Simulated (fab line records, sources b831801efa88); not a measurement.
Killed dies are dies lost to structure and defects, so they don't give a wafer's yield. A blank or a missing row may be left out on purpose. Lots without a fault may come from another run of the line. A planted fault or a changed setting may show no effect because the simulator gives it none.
Split-lot experiment | flow sfq_line | 5 lots, 23 wafers read, on a route of 325 steps

THE SPLIT
At SFQ_TRILAYER_M1_LITHO_COAT_044 (resist thk 62 nm), the setting resist_thk_nm was moved away from the recipe's 62 nm on 11 of the 23 wafers read, by -4.5% to +5.8%. The other wafers ran this setting at the recipe's value.

FROM THE SPLIT TO THE READING: what the file shows between them, 3 steps
- SFQ_TRILAYER_M1_LITHO_COAT_039: resist thk 600 nm
- SFQ_TRILAYER_M1_LITHO_SOFTBAKE_043
- SFQ_TRILAYER_M1_LITHO_DEVELOP_041: time 60 s

THE READING
oes_product_au, in a.u., at SFQ_TRILAYER_M1_BARC_OPEN_METAL_ETCH_054 (etches BARC in O2, target depth 125 nm, time 41.7 s). Fault-free wafers of this fab line usually give 0.685 a.u., standard deviation 0.0044 a.u..

wafer  | tool, chamber at the split | resist_thk_nm as run, nm | against the recipe | oes_product_au, a.u. | against lot-mates on the recipe
L076.1 | litho_track-03, 0          | 59.2                     | -4.5%              | 0.674                | -0.016
L076.2 | litho_track-03, 0          | 62                       | recipe             | 0.692                | -
L076.3 | litho_track-03, 0          | 59.2                     | -4.5%              | 0.668                | -0.022
L076.4 | litho_track-03, 0          | 62                       | recipe             | 0.688                | -
L076.5 | litho_track-03, 0          | 59.2                     | -4.5%              | 0.664                | -0.026
L079.1 | litho_track-02, 0          | 62                       | recipe             | 0.685                | -
L079.2 | litho_track-02, 0          | 64.47                    | +4.0%              | 0.698                | +0.011
L079.4 | litho_track-02, 0          | 64.47                    | +4.0%              | 0.695                | +0.008
L079.5 | litho_track-02, 0          | 64.47                    | +4.0%              | 0.704                | +0.017
L079.6 | litho_track-02, 0          | 62                       | recipe             | 0.689                | -
L080.1 | litho_track-03, 0          | 62                       | recipe             | 0.686                | -
L080.2 | litho_track-03, 0          | 62                       | recipe             | 0.684                | -
L080.3 | litho_track-03, 0          | 65.33                    | +5.4%              | 0.700                | +0.015
L080.4 | litho_track-03, 0          | 65.33                    | +5.4%              | 0.701                | +0.016
L080.6 | litho_track-03, 0          | 65.33                    | +5.4%              | 0.695                | +0.010
L083.1 | litho_track-02, 0          | 62                       | recipe             | 0.696                | -
L083.5 | litho_track-02, 0          | 62                       | recipe             | 0.692                | -
L083.6 | litho_track-02, 0          | 62                       | recipe             | 0.682                | -
L085.2 | litho_track-02, 0          | 62                       | recipe             | 0.684                | -
L085.3 | litho_track-02, 0          | 65.6                     | +5.8%              | 0.699                | +0.014
L085.4 | litho_track-02, 0          | 62                       | recipe             | 0.680                | -
L085.5 | litho_track-02, 0          | 65.6                     | +5.8%              | 0.698                | +0.013
L085.6 | litho_track-02, 0          | 62                       | recipe             | 0.691                | -

THE FIT
A straight line over all 23 wafers: oes_product_au changes by +0.00285 a.u. for each +1% of resist_thk_nm; r = +0.89; the points scatter about the line by 0.0049 a.u..
The same after taking each lot's own level away (the mean of its wafers on the recipe; 23 wafers): +0.00328 a.u. for each +1%; r = +0.92; scatter 0.0046 a.u..
On that fit, the largest move of resist_thk_nm shifts the reading by 0.019 a.u..
The lots' own levels span 0.6850 to 0.6900 a.u., that is 1.1 times the standard deviation above.
So the lot-to-lot level changes the slope: the two fits differ.
Check: with one of the wafers moved furthest among these (+5.8%) left out of the fit, the line predicts +0.0175 a.u. for it against its lot-mates. It came out at +0.014 a.u. against them.

THE WHOLE CHAIN: every reading that the file lists as answering this split, in the file's order
step                                     | what it does                                        | reading                                                                                    | change (the file's fit)                 | r (the file's)
SFQ_TRILAYER_M1_LITHO_COAT_044           | resist thk 62 nm                                    | BARC_of_TRILAYER_M1_LITHO_COAT_044.thk_nm (the simulator's own value, which no gauge read) | +0.612 nm for each +1% of the setting   | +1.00
SFQ_TRILAYER_M1_BARC_OPEN_METAL_ETCH_054 | etches BARC in O2, target depth 125 nm, time 41.7 s | oes_product_au                                                                             | +0.003 a.u. for each +1% of the setting | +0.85
SFQ_TRILAYER_M1_BARC_OPEN_METAL_ETCH_054 | etches BARC in O2, target depth 125 nm, time 41.7 s | etch.depth_nm (the simulator's own value, which no gauge read)                             | +0.572 nm for each +1% of the setting   | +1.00

THE FILE'S OWN FIT
oes_product_au changes by +0.003 a.u. for each +1% of resist_thk_nm, r = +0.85.
